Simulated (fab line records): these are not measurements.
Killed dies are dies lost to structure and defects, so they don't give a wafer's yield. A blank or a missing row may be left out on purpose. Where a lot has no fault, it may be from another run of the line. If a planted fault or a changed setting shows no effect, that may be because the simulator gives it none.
One fault seen from 2 desks + flow gf180mcu + each desk has only its own numbers; what lay behind them comes last

== METROLOGY DESK ==
What the gauges read for every lot (on any tool): the sampled wafers with a number, averaged. Marked OUT: a lot whose mean sits more than 4 standard deviations from the usual mean, which makes it out of limits; the brackets give that distance.
Columns: A = MIM_ALCU_THK at GF_MIM_THK_MEAS_11, usual 197.1 nm; B = cd nm at GF_M5_CD_MEAS_07, usual 279.9 nm; C = V5_CVD_00_THK at GF_V5_THK_MEAS_01, usual 299.5 nm
| lot  | first seen here | A     | B     | C     |
|------|-----------------|-------|-------|-------|
| L581 | day 25 01:26    | 200.7 | 278.9 | 301.8 |
| L582 | day 25 12:19    | 194.8 | 278.0 | 297.0 |
| L583 | day 25 16:32    | 195.6 | 280.2 | 302.5 |
| L584 | day 25 19:40    | 194.5 | 279.5 | 299.3 |
| L585 | day 26 05:59    | 193.1 | 277.7 | 296.2 |
| L588 | day 26 23:34    | 199.3 | 280.9 | 295.4 |
| L589 | day 27 04:25    | 199.4 | 278.2 | 301.5 |
| L590 | day 27 08:05    | 193.6 | 280.7 | 299.0 |
| L591 | day 27 23:02    | 196.9 | 279.1 | 299.9 |
| L592 | day 28 06:59    | 197.7 | 279.0 | 299.3 |
| L599 | day 29 23:27    | 198.2 | 279.3 | 298.6 |
| L602 | day 31 03:37    | 197.3 | 281.6 | 300.7 |
| L604 | day 31 10:35    | 194.6 | 280.5 | 301.6 |
Finding of this desk: none of the 13 lots has anything out of limits.

== THE TOOL OWNER'S DESK: rie metal-04 ==
The tool's own readings at GF_M5_METAL_ETCH_10 (etches the open film in Cl2/BCl3, stops on SiO2, target depth 627.5 nm, time 104.6 s): means of the sampled wafers that have a number, for each lot that ran on this tool. Marked OUT: a lot whose mean sits more than 4 standard deviations from the usual mean, which makes it out of limits; the brackets give that distance.
Columns: A = bcl3 flow sccm at GF_M5_METAL_ETCH_10, usual 40.00 sccm; B = drypump motor current A at GF_M5_METAL_ETCH_10, usual 5.80 A; C = mfc cl2 sccm at GF_M5_METAL_ETCH_10, usual 79.98 sccm; D = oes product au at GF_M5_METAL_ETCH_10, usual 0.973 a.u.; E = run length s at GF_M5_METAL_ETCH_10, usual 133.0 s; F = throttle valve pct at GF_M5_METAL_ETCH_10, usual 28.248 %
| lot  | first seen here | A     | B    | C     | D     | E                | F      |
|------|-----------------|-------|------|-------|-------|------------------|--------|
| L582 | day 27 05:58    | 39.95 | 5.96 | 79.87 | 0.969 | 132.8            | 28.247 |
| L584 | day 27 15:24    | 40.08 | 5.84 | 79.78 | 0.972 | 132.6            | 28.250 |
| L588 | day 28 16:22    | 40.05 | 5.83 | 80.00 | 0.973 | 132.9            | 28.255 |
| L590 | day 28 22:07    | 39.97 | 6.06 | 80.20 | 0.971 | 133.1            | 28.243 |
| L591 | day 29 13:55    | 40.12 | 5.84 | 80.09 | 0.967 | 133.8            | 28.264 |
| L592 | day 29 21:46    | 40.00 | 5.95 | 79.76 | 0.969 | 134.9 (+4.7) OUT | 28.256 |
| L604 | day 32 20:04    | 39.92 | 5.70 | 79.78 | 0.973 | 132.2            | 28.249 |
This desk finds L592 out of limits, L592 being first, at day 29 21:46 (run length s at GF_M5_METAL_ETCH_10). Within limits: L582, L584, L588, L590, L591, L604.

== PUT TOGETHER ==
An alarm could have come from the tool owner's desk at day 29 21:46, on L592.
Metrology desk: nothing out of limits seen.
The metrology desk holds a record of L592, inside its limits.
On rie metal-04, each named lot ran GF_M5_METAL_ETCH_10.

== WHAT WAS PUT IN BY THE SIMULATOR ==
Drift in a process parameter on rie metal-04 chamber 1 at GF_M5_METAL_ETCH_10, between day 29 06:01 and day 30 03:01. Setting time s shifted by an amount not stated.
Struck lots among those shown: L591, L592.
Delay in hours, fault start to first out-of-limits reading, by desk: the tool owner's desk at 16.
